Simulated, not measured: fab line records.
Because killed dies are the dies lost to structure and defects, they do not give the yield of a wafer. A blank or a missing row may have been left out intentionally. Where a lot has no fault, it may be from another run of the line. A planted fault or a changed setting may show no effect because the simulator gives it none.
Which of the tools did it? :: flow sky130 :: 42 wafers from 14 lots sampled at 2 of the route's 708 steps

WHAT EACH GAUGE READ, for each wafer
The record holds no reading of a measuring or inspecting step that can be judged against a usual standard deviation.

EACH LOT AND THE TOOL THAT RAN IT (in order: tool; ch and the chambers of the sampled wafers; start)
lot: L942
SKY_LDD_N_IMPLANT_15: implanter-04 ch 0, day 17 22:52
SKY_PAD_OPEN_PROBE_99: -

lot: L944
SKY_LDD_N_IMPLANT_15: implanter-03 ch 0, day 18 16:07
SKY_PAD_OPEN_PROBE_99: -

lot: L947
SKY_LDD_N_IMPLANT_15: implanter-04 ch 0, day 19 13:28
SKY_PAD_OPEN_PROBE_99: -

lot: L949
SKY_LDD_N_IMPLANT_15: implanter-02 ch 0, day 21 05:31
SKY_PAD_OPEN_PROBE_99: -

lot: L952
SKY_LDD_N_IMPLANT_15: implanter-03 ch 0, day 21 20:58
SKY_PAD_OPEN_PROBE_99: -

lot: L954
SKY_LDD_N_IMPLANT_15: implanter-03 ch 0, day 22 03:53
SKY_PAD_OPEN_PROBE_99: -

lot: L957
SKY_LDD_N_IMPLANT_15: implanter-02 ch 0, day 23 08:22
SKY_PAD_OPEN_PROBE_99: prober-01, day 49 12:38

lot: L958
SKY_LDD_N_IMPLANT_15: implanter-04 ch 0, day 23 21:13
SKY_PAD_OPEN_PROBE_99: -

lot: L959
SKY_LDD_N_IMPLANT_15: implanter-04 ch 0, day 23 23:28
SKY_PAD_OPEN_PROBE_99: -

lot: L961
SKY_LDD_N_IMPLANT_15: implanter-03 ch 0, day 24 15:49
SKY_PAD_OPEN_PROBE_99: -

lot: L962
SKY_LDD_N_IMPLANT_15: implanter-03 ch 0, day 24 22:49
SKY_PAD_OPEN_PROBE_99: -

lot: L963
SKY_LDD_N_IMPLANT_15: implanter-03 ch 0, day 25 07:25
SKY_PAD_OPEN_PROBE_99: -

lot: L964
SKY_LDD_N_IMPLANT_15: implanter-04 ch 0, day 25 23:03
SKY_PAD_OPEN_PROBE_99: -

lot: L965
SKY_LDD_N_IMPLANT_15: implanter-04 ch 0, day 26 04:49
SKY_PAD_OPEN_PROBE_99: -
- SKY_LDD_N_IMPLANT_15
- SKY_PAD_OPEN_PROBE_99

WHAT THE TOOLS THEMSELVES READ (means of the sampled wafers that have a number; where no wafer has one, the mark that the record gives instead)
SKY_LDD_N_IMPLANT_15.
lot: L942
tool: implanter-04
beam-on-s (s): 10.08
rotation-deg (degrees): 270.02
tilt-deg (degrees): 29.995

lot: L944
tool: implanter-03
beam-on-s (s): 10.02
rotation-deg (degrees): 269.95
tilt-deg (degrees): 30.000

lot: L947
tool: implanter-04
beam-on-s (s): 10.00
rotation-deg (degrees): 269.95
tilt-deg (degrees): 30.000

lot: L949
tool: implanter-02
beam-on-s (s): 10.04
rotation-deg (degrees): 270.08
tilt-deg (degrees): 29.986

lot: L952
tool: implanter-03
beam-on-s (s): 9.93
rotation-deg (degrees): 269.99
tilt-deg (degrees): 0.009

lot: L954
tool: implanter-03
beam-on-s (s): 10.15
rotation-deg (degrees): 269.90
tilt-deg (degrees): 0.021

lot: L957
tool: implanter-02
beam-on-s (s): 10.04
rotation-deg (degrees): 269.99
tilt-deg (degrees): 30.007

lot: L958
tool: implanter-04
beam-on-s (s): 9.88
rotation-deg (degrees): 270.01
tilt-deg (degrees): 30.025

lot: L959
tool: implanter-04
beam-on-s (s): 10.08
rotation-deg (degrees): 270.00
tilt-deg (degrees): 29.992

lot: L961
tool: implanter-03
beam-on-s (s): 9.78
rotation-deg (degrees): 270.00
tilt-deg (degrees): 29.997

lot: L962
tool: implanter-03
beam-on-s (s): 10.06
rotation-deg (degrees): 270.02
tilt-deg (degrees): 29.985

lot: L963
tool: implanter-03
beam-on-s (s): 10.16
rotation-deg (degrees): 269.98
tilt-deg (degrees): 30.011

lot: L964
tool: implanter-04
beam-on-s (s): 10.07
rotation-deg (degrees): 270.00
tilt-deg (degrees): 30.006

lot: L965
tool: implanter-04
beam-on-s (s): 9.94
rotation-deg (degrees): 270.04
tilt-deg (degrees): 29.998

SKY_PAD_OPEN_PROBE_99.
lot: L957
tool: prober-01
killed_at_M0_to_M3: 49
killed_at_M4_up: 3.0
killed-at-contacts: 20
killed-at-front-end: 16
killed-at-other: 1.0
killed-dies: 90
killed-open: 53
killed-short: 35

THE ANSWER, worked out from the rows above alone
Rule: usual is defined by the lots themselves. The widest of any qualifying gaps counts: lots, ordered by their means at a reading, are off when they make up no more than a third of the lots, leave a main group of 4 or more, and stand apart from it by 3 or more times the standard deviation of that group's means. The tables above print the reading to a certain number of digits; a main group whose means all agree to those digits is not used. Also off: a lot with no number at a reading for which 4 or more lots have one. Any other lot the step has rows for is counted as sound. The gauges are gone through in route order, then the tools' own readings, and for those a lot's mean is taken as printed above. The first step at which some lot is off is used, and at that step the reading that is off furthest; a lot without a number counts as furthest.
Off: L952, L954, at SKY_LDD_N_IMPLANT_15 (tilt-deg). The main group: mean 30.000 degrees, standard deviation 0.011.
If a tool, at that step or one of the process steps before it, ran each lot that is off and ran no sound lot following the first of them, it fits. Of those tried, none fits.

WHAT THE SIMULATOR HAD PUT IN
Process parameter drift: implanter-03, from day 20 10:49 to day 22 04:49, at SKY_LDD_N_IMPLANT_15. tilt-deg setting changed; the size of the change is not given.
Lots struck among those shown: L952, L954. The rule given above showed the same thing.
